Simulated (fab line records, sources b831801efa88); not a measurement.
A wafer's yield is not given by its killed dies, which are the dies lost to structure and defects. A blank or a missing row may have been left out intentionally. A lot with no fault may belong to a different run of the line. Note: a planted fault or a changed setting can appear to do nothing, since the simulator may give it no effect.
fab line records + flow sky130
record
- lots=6
- wafers=18
- lastDay=49
route steps=708 shown FIELD_ISO@5 PAD_OPEN@708
lots that met no fault: from a run of the same line without faults
startH: hours from the record's first day to the start of the lot's first wafer shown + waitH: how many hours have passed since the lot's step before this one + " identical to the entry in the row above + L1.1+2: a row that stands for several wafers + - value missing, or start not given + * or withheld: withheld + < > ~ a bound
route shown NAME@n: NAME is a module with steps in the file, n the number in the route of the first one + usual: mean/standard deviation taken from wafers without a fault + same: alike in all rows + chamber/n: place in a boat + sites: each site's reading + _std_site: their standard deviation + _edge_site: the outer-site mean with the inner-site mean subtracted + radiusMm: for every site, how far away it sits from the centre of the wafer + mask NAME#n: copy n + behind: the last tool/chamber to shape the wafer + hold: why the lot went on hold/how many hours it stayed there/how the hold came to an end + device: the transistor (n, p or np) that didn't switch + end of line: at the end of the route, the tests of the same wafers + a step given without rows: its recipe and nothing more + killed: dies lost to structure and defects at the first sort, not the wafer's yield + map: dies across one wafer; x = killed, . = not, _ = none there
set.NAME: the run value of the setting; set.NAME@STEP: its run value at that earlier step + model.NAME: the simulator's own value behind a step, which no gauge read
certain route steps with their lots: each step a table, each wafer a row
services: from which hour (startH, from the record's first day; less than 0 if before it) a tool's chamber was out of use, for how many hours, and why
## steps
# step SKY_FIELD_ISO_THK_MEAS_04
# recipe
- reads=Si3N4_of_FIELD_ISO_CVD_03
# usual
- FIELD_ISO_CVD_03_THK=165.5/1.3
| lot.wafer | tool         | chamber | startH | waitH | FIELD_ISO_CVD_03_THK[nm] |
|-----------|--------------|---------|--------|-------|--------------------------|
| L214.3    | filmMetro-01 | -       | 48.89  | 0.0   | 163.7                    |
| L214.4    | "            | -       | "      | "     | 165.3                    |
| L214.5    | "            | -       | "      | "     | 164.1                    |
| L216.1    | filmMetro-01 | -       | 58.81  | 0.0   | 165.4                    |
| L216.4    | "            | -       | "      | "     | 165.7                    |
| L216.5    | "            | -       | "      | "     | 165.5                    |
| L219.2    | filmMetro-04 | -       | 73.51  | 0.0   | 163.6                    |
| L219.3    | "            | -       | "      | "     | 165.8                    |
| L219.6    | "            | -       | "      | "     | 165.6                    |
| L220.3    | filmMetro-01 | -       | 78.50  | 0.0   | 165.3                    |
| L220.4    | "            | -       | "      | "     | 166.7                    |
| L220.6    | "            | -       | "      | "     | 165.8                    |
| L224.2    | filmMetro-03 | -       | 100.27 | 0.0   | 164.5                    |
| L224.4    | "            | -       | "      | "     | 165.6                    |
| L224.6    | "            | -       | "      | "     | 164.7                    |
| L225.1    | filmMetro-04 | -       | 103.48 | 0.0   | 165.6                    |
| L225.3    | "            | -       | "      | "     | 166.5                    |
| L225.6    | "            | -       | "      | "     | 166.6                    |
# step SKY_FIELD_ISO_DEHYDRATE_05
# recipe
- tempC=200
- timeS=60
# step SKY_FIELD_ISO_HMDS_06
# recipe
- primeTimeS=60
- primeTempC=120
# step SKY_FIELD_ISO_COAT_07
# recipe
- resist=BARC
- tempC=withheld
- timeS=withheld
- spinRpm=3000
- resistThkNm=60
# step SKY_FIELD_ISO_COAT_08
# recipe
- resist=KrF-thick
- spinRpm=3000
- resistThkNm=450
# step SKY_FIELD_ISO_SOFTBAKE_09
# recipe
- tempC=100
- timeS=94.25
- resist=KrF-thick
# usual
- heaterPowerTotalW=57.32/0.13
- plateSensorTCentreC=100.88/0.01
- plateSensorTEdgeC=100.95/0.011
- resistLineTempC=22.96/0.1
| lot.wafer | tool          | chamber | startH | waitH | heaterPowerTotalW | plateSensorTCentreC | plateSensorTEdgeC | resistLineTempC |
|-----------|---------------|---------|--------|-------|-------------------|---------------------|-------------------|-----------------|
| L214.3    | lithoTrack-01 | 0       | -      | -     | 57.41             | 100.88              | 100.97            | 23.01           |
| L214.4    | "             | 0       | "      | "     | 57.44             | 100.89              | 100.95            | 22.86           |
| L214.5    | "             | 0       | "      | "     | 57.23             | 100.90              | 100.96            | 22.96           |
| L216.1    | lithoTrack-04 | 0       | -      | -     | 57.27             | 100.89              | 100.95            | 22.78           |
| L216.4    | "             | 0       | "      | "     | 57.15             | 100.89              | 100.93            | 22.98           |
| L216.5    | "             | 0       | "      | "     | 57.44             | 100.89              | 100.95            | 22.87           |
| L219.2    | lithoTrack-01 | 0       | -      | -     | 57.09             | 100.88              | 100.94            | 22.79           |
| L219.3    | "             | 0       | "      | "     | 57.58             | 100.88              | 100.97            | 22.85           |
| L219.6    | "             | 0       | "      | "     | 57.44             | 100.86              | 100.97            | 22.99           |
| L220.3    | lithoTrack-04 | 0       | -      | -     | 57.50             | 100.89              | 100.97            | 23.16           |
| L220.4    | "             | 0       | "      | "     | 57.55             | 100.86              | 100.93            | 23.08           |
| L220.6    | "             | 0       | "      | "     | 57.15             | 100.86              | 100.97            | 23.01           |
| L224.2    | lithoTrack-02 | 0       | -      | -     | 57.40             | 100.89              | 100.96            | 22.80           |
| L224.4    | "             | 0       | "      | "     | 57.36             | 100.90              | 100.95            | 22.98           |
| L224.6    | "             | 0       | "      | "     | 57.20             | 100.90              | 100.95            | 22.86           |
| L225.1    | lithoTrack-02 | 0       | -      | -     | 57.46             | 100.87              | 100.94            | 22.86           |
| L225.3    | "             | 0       | "      | "     | 57.17             | 100.88              | 100.95            | 22.85           |
| L225.6    | "             | 0       | "      | "     | 57.48             | 100.89              | 100.92            | 22.92           |
# step SKY_FIELD_ISO_EXPOSE_10
# recipe
- maskId=FOM
- na=0.68
- sourceShape=annular
- sigmaInner=0.4
- sigmaOuter=0.8
- targetCdNm=150
- doseMj=28
# step SKY_FIELD_ISO_PEB_11
# recipe
- pebTempC=withheld
- pebTimeS=withheld
- resist=KrF-thick
# step SKY_FIELD_ISO_DEVELOP_12
# recipe
- developTimeS=60
- resist=KrF-thick
- devTempC=21
# step SKY_FIELD_ISO_CD_MEAS_13
# recipe
- targetCdNm=150
# usual
- cdNm=149.8/1.8
| lot.wafer | tool     | chamber | startH | waitH | cdNm  |
|-----------|----------|---------|--------|-------|-------|
| L214.3    | cdSem-02 | -       | 64.97  | -     | 148.9 |
| L214.4    | "        | -       | "      | "     | 148.0 |
| L214.5    | "        | -       | "      | "     | 149.0 |
| L216.1    | cdSem-01 | -       | 74.72  | -     | 148.9 |
| L216.4    | "        | -       | "      | "     | 149.6 |
| L216.5    | "        | -       | "      | "     | 151.3 |
| L219.2    | cdSem-01 | -       | 90.75  | -     | 146.6 |
| L219.3    | "        | -       | "      | "     | 148.1 |
| L219.6    | "        | -       | "      | "     | 146.4 |
| L220.3    | cdSem-01 | -       | 95.17  | -     | 150.8 |
| L220.4    | "        | -       | "      | "     | 148.0 |
| L220.6    | "        | -       | "      | "     | 151.0 |
| L224.2    | cdSem-02 | -       | 119.04 | -     | 150.5 |
| L224.4    | "        | -       | "      | "     | 151.4 |
| L224.6    | "        | -       | "      | "     | 150.3 |
| L225.1    | cdSem-01 | -       | 121.93 | -     | 152.0 |
| L225.3    | "        | -       | "      | "     | 151.7 |
| L225.6    | "        | -       | "      | "     | 152.4 |
# step SKY_FIELD_ISO_ETCH_14
# recipe
- chemistry=N2/H2
- target=BARC
- ionEnergyEv=200
- sourceW=500
- biasW=100
- pressureMtorr=30
- n2FlowSccm=100
- h2FlowSccm=200
- stopOn=SiO2
- timeS=44.48
- targetDepthA=600
# usual
- drypumpMotorCurrentA=5.5/0.36
- h2FlowSccm=200.0/0.61
- oesProductAu=0.869/0.0042
- throttleValvePct=13.224/0.0082
| lot.wafer | tool       | chamber | startH | waitH | drypumpMotorCurrentA | h2FlowSccm | oesProductAu | rfHoursCounterH | throttleValvePct |
|-----------|------------|---------|--------|-------|----------------------|------------|--------------|-----------------|------------------|
| L214.3    | rieDiel-03 | 3       | 65.05  | 0.1   | 5.6                  | 200.4      | 0.865        | 5               | 13.222           |
| L214.4    | "          | 2       | "      | "     | 5.8                  | 200.1      | 0.877        | -               | 13.232           |
| L214.5    | "          | 3       | "      | "     | 5.6                  | 200.3      | 0.866        | -               | 13.233           |
| L216.1    | rieDiel-03 | 3       | 74.84  | 0.1   | 5.6                  | 199.6      | 0.865        | 5               | 13.215           |
| L216.4    | "          | 2       | "      | "     | 5.8                  | 199.1      | 0.874        | 75              | 13.224           |
| L216.5    | "          | 3       | "      | "     | 5.6                  | 199.5      | 0.870        | -               | 13.230           |
| L219.2    | rieDiel-03 | 2       | 90.85  | 0.1   | 5.8                  | 200.8      | 0.869        | 75              | 13.216           |
| L219.3    | "          | 1       | "      | "     | 5.2                  | 200.2      | 0.869        | 76              | 13.217           |
| L219.6    | "          | 0       | "      | "     | 5.6                  | 199.1      | 0.877        | -               | 13.224           |
| L220.3    | rieDiel-03 | 3       | 95.25  | 0.1   | 5.6                  | 199.9      | 0.864        | 6               | 13.221           |
| L220.4    | "          | 2       | "      | "     | 5.8                  | 199.1      | 0.868        | 76              | 13.213           |
| L220.6    | "          | 1       | "      | "     | 5.2                  | 199.4      | 0.868        | -               | 13.220           |
| L224.2    | rieDiel-03 | 1       | 119.14 | 0.1   | 5.2                  | 200.0      | 0.871        | 77              | 13.222           |
| L224.4    | "          | 0       | "      | "     | 5.6                  | 199.5      | 0.872        | 73              | 13.221           |
| L224.6    | "          | 3       | "      | "     | 5.5                  | 199.0      | 0.868        | -               | 13.228           |
| L225.1    | rieDiel-01 | 1       | 122.05 | 0.1   | 6.1                  | 199.5      | 0.865        | 62              | 13.217           |
| L225.3    | "          | 0       | "      | "     | 4.9                  | 198.9      | 0.868        | 1               | 13.208           |
| L225.6    | "          | 2       | "      | "     | 5.2                  | 199.8      | 0.866        | -               | 13.227           |
# step SKY_FIELD_ISO_ETCH_15
# recipe
- chemistry=CHF3/O2
- targetDepthNm=180
- stopOn=Si
- sourceW=600
- biasW=200
- pressureMtorr=40
- chf3FlowSccm=50
- O2_flow_sccm=5
- timeS=72
# usual
- drypumpMotorCurrentA=5.5/0.36
- oesProductAu=0.948/0.0065
- throttleValvePct=8.846/0.0093
| lot.wafer | tool       | chamber | startH | waitH | drypumpMotorCurrentA | oesProductAu | rfHoursCounterH | throttleValvePct |
|-----------|------------|---------|--------|-------|----------------------|--------------|-----------------|------------------|
| L214.3    | rieDiel-03 | 3       | 65.09  | 0.0   | 5.5                  | 0.936        | 5               | 8.858            |
| L214.4    | "          | 2       | "      | "     | 5.8                  | 0.942        | -               | 8.852            |
| L214.5    | "          | 3       | "      | "     | 5.6                  | 0.942        | -               | 8.835            |
| L216.1    | rieDiel-03 | 3       | 74.88  | 0.0   | 5.6                  | 0.946        | 5               | 8.848            |
| L216.4    | "          | 2       | "      | "     | 5.8                  | 0.950        | 75              | 8.834            |
| L216.5    | "          | 3       | "      | "     | 5.5                  | 0.945        | -               | 8.842            |
| L219.2    | rieDiel-03 | 2       | 90.89  | 0.0   | 5.8                  | 0.933        | 75              | 8.860            |
| L219.3    | "          | 1       | "      | "     | 5.2                  | 0.949        | 76              | 8.847            |
| L219.6    | "          | 0       | "      | "     | 5.7                  | 0.957        | -               | 8.849            |
| L220.3    | rieDiel-03 | 3       | 95.29  | 0.0   | 5.5                  | 0.945        | 6               | 8.841            |
| L220.4    | "          | 2       | "      | "     | 5.8                  | 0.954        | 76              | 8.850            |
| L220.6    | "          | 1       | "      | "     | 5.2                  | 0.952        | -               | 8.856            |
| L224.2    | rieDiel-03 | 1       | 119.18 | 0.0   | 5.1                  | 0.939        | 77              | 8.858            |
| L224.4    | "          | 0       | "      | "     | 5.7                  | 0.949        | 73              | 8.845            |
| L224.6    | "          | 3       | "      | "     | 5.6                  | 0.945        | -               | 8.854            |
| L225.1    | rieDiel-01 | 1       | 122.09 | 0.0   | 6.1                  | 0.942        | 62              | 8.840            |
| L225.3    | "          | 0       | "      | "     | 5.0                  | 0.952        | 1               | 8.848            |
| L225.6    | "          | 2       | "      | "     | 5.1                  | 0.955        | -               | 8.843            |
# step SKY_FIELD_ISO_STRIP_16
# recipe
- chemistry=O2/N2
- powerW=1400
- pressureMtorr=1500
- platenTempC=withheld
- o2FlowSccm=3000
- n2FlowSccm=300
- overashFraction=0.5
# usual
- chamberPressureMTorr=1500.0/1.3
- drypumpMotorCurrentA=5.9/0.39
- o2FlowSccm=2998/7.8
- oesProductAu=0.379/0.0048
- stripTimeToEndpointS=3.56/0.033
| lot.wafer | tool           | chamber | startH | waitH | chamberPressureMTorr | drypumpMotorCurrentA | o2FlowSccm | oesProductAu | rfHoursCounterH | stripTimeToEndpointS | model.KrF-thick_of_FIELD_ISO_COAT_08.thkNm |
|-----------|----------------|---------|--------|-------|----------------------|----------------------|------------|--------------|-----------------|----------------------|--------------------------------------------|
| L214.3    | plasmaAsher-01 | 0       | 65.18  | 0.1   | 1497.9               | 6.3                  | 3004       | 0.379        | -               | 3.55                 | 0                                          |
| L214.4    | "              | 1       | "      | "     | 1499.2               | 5.2                  | 2991       | 0.385        | -               | 3.54                 | 0                                          |
| L214.5    | "              | 0       | "      | "     | 1500.5               | 6.3                  | 2982       | 0.383        | -               | 3.57                 | 0                                          |
| L216.1    | plasmaAsher-02 | 1       | 74.94  | 0.0   | 1500.7               | 6.2                  | 3000       | 0.392        | 39              | 3.53                 | 0                                          |
| L216.4    | "              | 0       | "      | "     | 1500.4               | 5.7                  | 2980       | 0.376        | -               | 3.51                 | 0                                          |
| L216.5    | "              | 0       | "      | "     | 1502.5               | 5.7                  | 2996       | 0.383        | -               | 3.53                 | 0                                          |
| L219.2    | plasmaAsher-01 | 1       | 90.95  | 0.0   | -                    | -                    | -          | -            | -               | -                    | 236.7                                      |
| L219.3    | "              | 1       | "      | "     | -                    | -                    | -          | -            | -               | -                    | 233.3                                      |
| L219.6    | "              | 1       | "      | "     | -                    | -                    | -          | -            | -               | -                    | 236.3                                      |
| L220.3    | plasmaAsher-01 | 1       | 95.38  | 0.1   | -                    | -                    | -          | -            | -               | -                    | 239.5                                      |
| L220.4    | "              | 0       | "      | "     | -                    | -                    | -          | -            | -               | -                    | 238.6                                      |
| L220.6    | "              | 0       | "      | "     | -                    | -                    | -          | -            | -               | -                    | 237.8                                      |
| L224.2    | plasmaAsher-02 | 0       | 119.24 | 0.0   | 1501.0               | 5.7                  | 3000       | 0.386        | 0               | 3.55                 | 0                                          |
| L224.4    | "              | 0       | "      | "     | 1501.0               | 5.7                  | 3006       | 0.381        | -               | 3.52                 | 0                                          |
| L224.6    | "              | 0       | "      | "     | 1499.3               | 5.7                  | 3012       | 0.381        | -               | 3.53                 | 0                                          |
| L225.1    | plasmaAsher-02 | 1       | 122.15 | 0.0   | 1500.3               | 6.2                  | 3011       | 0.379        | 0               | 3.60                 | 0                                          |
| L225.3    | "              | 1       | "      | "     | 1497.7               | 6.2                  | 3003       | 0.379        | -               | 3.55                 | 0                                          |
| L225.6    | "              | 1       | "      | "     | 1499.1               | 6.2                  | 3000       | 0.376        | -               | 3.62                 | 0                                          |
# step SKY_FIELD_ISO_ETCH_17
# recipe
- targetDepthA=3420
- maskMaterial=Si3N4
- chemistry=HBr/Cl2/O2
- target=Si
- taperDeg=5
- icpW=600
- biasW=150
- pressureMtorr=15
- HBr_flow_sccm=150
- Cl2_flow_sccm=40
- O2_flow_sccm=6
- timeS=97.7
# usual
- drypumpMotorCurrentA=6.0/0.49
- mfcCl2Sccm=40.01/0.11
- oesProductAu=1.000/0.008
- throttleValvePct=25.655/0.011
| lot.wafer | tool     | chamber | startH | waitH | drypumpMotorCurrentA | mfcCl2Sccm | oesProductAu | rfHoursCounterH | throttleValvePct | model.KrF-thick_of_FIELD_ISO_COAT_08.thkNm |
|-----------|----------|---------|--------|-------|----------------------|------------|--------------|-----------------|------------------|--------------------------------------------|
| L214.3    | rieSi-01 | 1       | 65.25  | 0.0   | 6.6                  | 40.05      | 1.015        | 109             | 25.642           | 0                                          |
| L214.4    | "        | 0       | "      | "     | 6.4                  | 40.00      | 1.011        | -               | 25.637           | 0                                          |
| L214.5    | "        | 3       | "      | "     | 5.2                  | 40.01      | 1.010        | -               | 25.653           | 0                                          |
| L216.1    | rieSi-02 | 3       | 75.04  | 0.1   | 6.5                  | 40.02      | 1.014        | 39              | 25.655           | 0                                          |
| L216.4    | "        | 1       | "      | "     | 5.8                  | 40.07      | 1.016        | 2               | 25.651           | 0                                          |
| L216.5    | "        | 0       | "      | "     | 5.4                  | 40.12      | 0.995        | -               | 25.643           | 0                                          |
| L219.2    | rieSi-01 | 2       | 91.05  | 0.1   | 5.6                  | 40.04      | 0.999        | 120             | 25.655           | 122.8                                      |
| L219.3    | "        | 3       | "      | "     | 5.2                  | 39.89      | 0.984        | 143             | 25.642           | 121.7                                      |
| L219.6    | "        | 1       | "      | "     | 6.6                  | 40.24      | 0.994        | -               | 25.660           | 123.1                                      |
| L220.3    | rieSi-02 | 1       | 95.45  | 0.0   | 5.8                  | 39.99      | 1.017        | 2               | 25.663           | 123.6                                      |
| L220.4    | "        | 2       | "      | "     | 6.2                  | 40.07      | 1.002        | 3               | 25.645           | 123.4                                      |
| L220.6    | "        | 3       | "      | "     | 6.5                  | 39.72      | 0.999        | -               | 25.658           | 123.2                                      |
| L224.2    | rieSi-01 | 1       | 119.34 | 0.1   | 6.6                  | 39.85      | 0.990        | 109             | 25.648           | 0                                          |
| L224.4    | "        | 2       | "      | "     | 5.6                  | 39.97      | 1.010        | -               | 25.655           | 0                                          |
| L224.6    | "        | 0       | "      | "     | 6.4                  | 40.25      | 1.007        | -               | 25.647           | 0                                          |
| L225.1    | rieSi-01 | 2       | 122.25 | 0.1   | 5.6                  | 39.71      | 1.005        | 121             | 25.656           | 0                                          |
| L225.3    | "        | 0       | "      | "     | 6.5                  | 39.85      | 1.005        | 139             | 25.642           | 0                                          |
| L225.6    | "        | 1       | "      | "     | 6.6                  | 39.95      | 0.988        | -               | 25.651           | 0                                          |
# step SKY_FIELD_ISO_WET_ETCH_18
# recipe
- chemistry=H3PO4
- targetDepthNm=25
- tempC=160
- target=Si3N4
- timeS=286
# step SKY_PAD_OPEN_PROBE_99
# usual
- killed_at_M0_to_M3=42/6.3
- killed_at_M4_up=2.8/1.9
- killedAtContacts=23/5.3
- killedAtFrontEnd=16/4.3
- killedAtOther=0.2/0.51
- killedDies=84/9.3
- killedOnRim=16/4.2
- killedOpen=46/7.6
- killedShort=38/6.3
# same
- grossDies=492
- killedAtBackSide=0
| lot.wafer | tool      | chamber | startH  | waitH | killed_at_M0_to_M3 | killed_at_M4_up | killedAtContacts | killedAtFrontEnd | killedAtOther | killedDies | killedOnRim | killedOpen | killedShort |
|-----------|-----------|---------|---------|-------|--------------------|-----------------|------------------|------------------|---------------|------------|-------------|------------|-------------|
| L214.3    | prober-01 | -       | 1135.46 | 0.2   | 34                 | 0               | 31               | 17               | 0             | 82         | 17          | 49         | 33          |
| L214.4    | prober-01 | -       | 1135.51 | 0.2   | 35                 | 4               | 16               | 12               | 0             | 67         | 13          | 36         | 31          |
| L214.5    | prober-01 | -       | 1135.56 | 0.2   | 49                 | 5               | 24               | 13               | 0             | 91         | 17          | 44         | 47          |
| L219.2    | prober-01 | -       | 1151.89 | 0.1   | 36                 | 2               | 27               | 427              | 0             | 492        | 96          | 52         | 22          |
| L219.3    | prober-01 | -       | 1151.94 | 0.2   | 34                 | 2               | 28               | 428              | 0             | 492        | 96          | 43         | 34          |
| L219.6    | prober-01 | -       | 1152.09 | 0.2   | 42                 | 3               | 21               | 426              | 0             | 492        | 96          | 47         | 35          |
| L220.3    | prober-02 | -       | 1158.88 | 0.2   | 31                 | 2               | 21               | 438              | 0             | 492        | 96          | 31         | 41          |
| L220.4    | prober-02 | -       | 1158.93 | 0.2   | 41                 | 7               | 24               | 420              | 0             | 492        | 96          | 39         | 44          |
| L220.6    | prober-02 | -       | 1159.03 | 0.2   | 33                 | 2               | 27               | 429              | 1             | 492        | 96          | 39         | 41          |
| L225.1    | prober-01 | -       | 1183.99 | 0.1   | 35                 | 0               | 27               | 20               | 1             | 83         | 17          | 40         | 43          |
| L225.3    | prober-01 | -       | 1184.09 | 0.2   | 38                 | 5               | 25               | 17               | 0             | 85         | 24          | 49         | 36          |
| L225.6    | prober-01 | -       | 1184.24 | 0.2   | 45                 | 1               | 25               | 19               | 0             | 90         | 13          | 55         | 35          |
| L224.2    | prober-02 | -       | 1185.95 | 0.1   | 51                 | 3               | 21               | 12               | 1             | 88         | 22          | 55         | 33          |
| L224.4    | prober-02 | -       | 1186.05 | 0.2   | 47                 | 1               | 19               | 14               | 0             | 81         | 14          | 38         | 43          |
| L224.6    | prober-02 | -       | 1186.15 | 0.2   | 46                 | 1               | 14               | 11               | 0             | 72         | 16          | 42         | 30          |
# killed by level:class
L214.3 CONTACT:geometricParticle:open=13 LI_CONTACT:geometricParticle:open=11 CONTACT:geometricParticle:short=6 VIA3:geometricParticle:open=6 METAL2:geometricParticle:short=6 FIELD_ISO:geometricParticle:short=5 POLY_GATE:geometricParticle:open=5 VIA1:geometricParticle:open=5
L214.4 LI_CONTACT:geometricParticle:open=8 FIELD_ISO:geometricParticle:short=6 VIA3:geometricParticle:open=6 VIA1:geometricParticle:open=6 METAL2:geometricParticle:short=5 METAL1:geometricParticle:short=4 CONTACT:geometricParticle:open=3 LI_CONTACT:geometricParticle:short=3
L214.5 VIA1:geometricParticle:open=12 CONTACT:geometricParticle:open=8 METAL1:geometricParticle:short=7 METAL2:geometricParticle:short=6 VIA2:geometricParticle:open=6 LI_CONTACT:geometricParticle:open=5 CONTACT:geometricParticle:short=5 VIA1:geometricParticle:short=5
L219.2 FIELD_ISO:areaOxidation=418 VIA1:geometricParticle:open=14 CONTACT:geometricParticle:open=13 LI_CONTACT:geometricParticle:open=9 VIA2:geometricParticle:open=7 VIA1:geometricParticle:short=4 METAL1:geometricParticle:short=3 VIA3:geometricParticle:open=3
L219.3 FIELD_ISO:areaOxidation=415 LI_CONTACT:geometricParticle:open=8 FIELD_ISO:geometricParticle:open=7 CONTACT:geometricParticle:open=7 VIA2:geometricParticle:open=6 VIA3:geometricParticle:open=5 CONTACT:geometricParticle:short=5 LI_CONTACT:geometricParticle:short=4
L219.6 FIELD_ISO:areaOxidation=410 LI_CONTACT:geometricParticle:open=12 VIA1:geometricParticle:open=8 VIA2:geometricParticle:open=7 VIA1:geometricParticle:short=6 VIA3:geometricParticle:open=6 CONTACT:geometricParticle:open=5 VIA2:geometricParticle:short=5
L220.3 FIELD_ISO:areaOxidation=420 METAL2:geometricParticle:short=10 FIELD_ISO:geometricParticle:short=6 CONTACT:geometricParticle:open=6 VIA3:geometricParticle:open=5 FIELD_ISO:geometricParticle:open=4 LI_CONTACT:geometricParticle:short=4 LOCAL_INTERCONNECT:geometricParticle:short=4
L220.4 FIELD_ISO:areaOxidation=409 CONTACT:geometricParticle:open=11 VIA2:geometricParticle:open=8 METAL3:geometricParticle:short=7 VIA3:geometricParticle:open=6 METAL4:geometricParticle:short=5 LI_CONTACT:geometricParticle:short=4 METAL1:geometricParticle:short=4
L220.6 FIELD_ISO:areaOxidation=412 CONTACT:geometricParticle:open=8 LI_CONTACT:geometricParticle:open=7 FIELD_ISO:geometricParticle:short=6 CONTACT:geometricParticle:short=6 VIA1:geometricParticle:open=6 VIA3:geometricParticle:open=5 POLY_GATE:geometricParticle:short=4
L225.1 LI_CONTACT:geometricParticle:open=10 CONTACT:geometricParticle:short=7 VIA3:geometricParticle:open=7 VIA1:geometricParticle:open=6 FIELD_ISO:geometricParticle:short=5 CONTACT:geometricParticle:open=5 POLY_GATE:geometricParticle:short=4 VIA1:geometricParticle:short=4
L225.3 CONTACT:geometricParticle:open=15 VIA3:geometricParticle:open=8 VIA2:geometricParticle:open=8 METAL1:geometricParticle:short=6 VIA2:geometricParticle:short=6 FIELD_ISO:geometricParticle:short=5 FIELD_ISO:geometricParticle:open=4 POLY_GATE:geometricParticle:short=4
L225.6 VIA1:geometricParticle:open=11 VIA3:geometricParticle:open=9 LI_CONTACT:geometricParticle:open=7 LOCAL_INTERCONNECT:geometricParticle:short=7 VIA1:geometricParticle:short=5 CONTACT:geometricParticle:open=5 VIA2:geometricParticle:open=5 FIELD_ISO:geometricParticle:open=4
L224.2 CONTACT:geometricParticle:open=9 LI_CONTACT:geometricParticle:open=8 VIA2:geometricParticle:open=8 METAL2:geometricParticle:short=8 VIA3:geometricParticle:open=8 VIA1:geometricParticle:open=7 FIELD_ISO:geometricParticle:short=5 METAL3:geometricParticle:short=5
L224.4 METAL2:geometricParticle:short=8 VIA1:geometricParticle:open=7 VIA3:geometricParticle:short=7 LI_CONTACT:geometricParticle:open=6 VIA2:geometricParticle:open=6 POLY_GATE:geometricParticle:open=5 CONTACT:geometricParticle:short=5 VIA3:geometricParticle:open=5
L224.6 VIA3:geometricParticle:open=10 VIA2:geometricParticle:open=9 VIA1:geometricParticle:open=7 LI_CONTACT:geometricParticle:open=6 METAL1:geometricParticle:short=4 VIA3:geometricParticle:short=4 METAL3:geometricParticle:short=4 FIELD_ISO:geometricParticle:open=3
# map L219.2 (x killed, . not)
__________xxxxxxxxxx_________
________xxxxxxxxxxxxxx_______
______xxxxxxxxxxxxxxxxxx_____
_____xxxxxxxxxxxxxxxxxxxx____
____xxxxxxxxxxxxxxxxxxxxxx___
___xxxxxxxxxxxxxxxxxxxxxxxx__
__xxxxxxxxxxxxxxxxxxxxxxxxxx_
_xxxxxxxxxxxxxxxxxxxxxxxxxxxx
_xxxxxxxxxxxxxxxxxxxxxxxxxxxx
_xxxxxxxxxxxxxxxxxxxxxxxxxxxx
_xxxxxxxxxxxxxxxxxxxxxxxxxxxx
_xxxxxxxxxxxxxxxxxxxxxxxxxxxx
_xxxxxxxxxxxxxxxxxxxxxxxxxxxx
_xxxxxxxxxxxxxxxxxxxxxxxxxxxx
_xxxxxxxxxxxxxxxxxxxxxxxxxxxx
__xxxxxxxxxxxxxxxxxxxxxxxxxx_
___xxxxxxxxxxxxxxxxxxxxxxxx__
____xxxxxxxxxxxxxxxxxxxxxx___
_____xxxxxxxxxxxxxxxxxxxx____
______xxxxxxxxxxxxxxxxxx_____
________xxxxxxxxxxxxxx_______
__________xxxxxxxxxx_________
# map L220.3 (x killed, . not)
__________xxxxxxxxxx_________
________xxxxxxxxxxxxxx_______
______xxxxxxxxxxxxxxxxxx_____
_____xxxxxxxxxxxxxxxxxxxx____
____xxxxxxxxxxxxxxxxxxxxxx___
___xxxxxxxxxxxxxxxxxxxxxxxx__
__xxxxxxxxxxxxxxxxxxxxxxxxxx_
_xxxxxxxxxxxxxxxxxxxxxxxxxxxx
_xxxxxxxxxxxxxxxxxxxxxxxxxxxx
_xxxxxxxxxxxxxxxxxxxxxxxxxxxx
_xxxxxxxxxxxxxxxxxxxxxxxxxxxx
_xxxxxxxxxxxxxxxxxxxxxxxxxxxx
_xxxxxxxxxxxxxxxxxxxxxxxxxxxx
_xxxxxxxxxxxxxxxxxxxxxxxxxxxx
_xxxxxxxxxxxxxxxxxxxxxxxxxxxx
__xxxxxxxxxxxxxxxxxxxxxxxxxx_
___xxxxxxxxxxxxxxxxxxxxxxxx__
____xxxxxxxxxxxxxxxxxxxxxx___
_____xxxxxxxxxxxxxxxxxxxx____
______xxxxxxxxxxxxxxxxxx_____
________xxxxxxxxxxxxxx_______
__________xxxxxxxxxx_________
## services
| tool           | chamber | startH | hours | kind          |
|----------------|---------|--------|-------|---------------|
| rieDiel-03     | 1       | 64.11  | 7.7   | repair        |
| rieSi-02       | 3       | 67.00  | 0.9   | repair        |
| rieDiel-01     | 0       | 69.39  | -     | clean         |
| rieDiel-01     | 0       | 69.39  | 23.8  | scheduledDown |
| rieDiel-01     | 0       | 69.39  | 23.8  | ventCycle     |
| plasmaAsher-02 | -       | 108.75 | 9.0   | pm            |
| plasmaAsher-02 | 0       | 108.75 | 9.0   | ventCycle     |
| plasmaAsher-02 | 1       | 108.75 | 9.0   | ventCycle     |
| rieDiel-03     | -       | 108.86 | 2.8   | pm            |
| rieSi-01       | 3       | 112.72 | -     | clean         |
| rieSi-01       | 3       | 112.72 | 28.6  | scheduledDown |
| rieSi-01       | 3       | 112.72 | 28.6  | ventCycle     |
| plasmaAsher-02 | 0       | 117.75 | -     | clean         |
| plasmaAsher-02 | 1       | 117.75 | -     | clean         |
## key
firstSign
- step=SKY_FIELD_ISO_STRIP_16
- reading=toolRecord
- direction=missing
effect
- step=SKY_PAD_OPEN_PROBE_99
- reading=killedAtFrontEnd
- direction=up
- sigmas=96
- usual=16
- struck=428
modelEffect
- step=SKY_FIELD_ISO_STRIP_16
- value=KrF-thick_of_FIELD_ISO_COAT_08.thkNm
- without=0
- struck=237
modelEffect
- step=SKY_FIELD_ISO_ETCH_17
- value=KrF-thick_of_FIELD_ISO_COAT_08.thkNm
- without=0
- struck=123
moreKillsBornAt
- SKY_FIELD_ISO_OXIDATION_22@furnace-02=2484
metAt SKY_FIELD_ISO_STRIP_16
struckWafers L219.2,L219.3,L219.6,L220.3,L220.4,L220.6
laterRowsLeftOut L219.2,L219.3,L219.6,L220.3,L220.4,L220.6
testerLeftOut L219,L220
onsetBetween 65.18 90.95
fault
- kind=skippedStepWhole
- tool=plasmaAsher-01
- chamber=-
- onsetH=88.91
- steps=SKY_FIELD_ISO_STRIP_16
- scope=struckLotsOnly
# testerLeftOut: of these lots the tester's yield and bins aren't shown, on N5 and GAA mostly nor the transistor test; their killed dies are dies lost to structure and defects alone, not to doping, threshold or leakage, so they don't give the yield
# laterRowsLeftOut: the simulator's readings of these wafers behind a module that went badly wrong aren't trusted and aren't shown, but for the sort
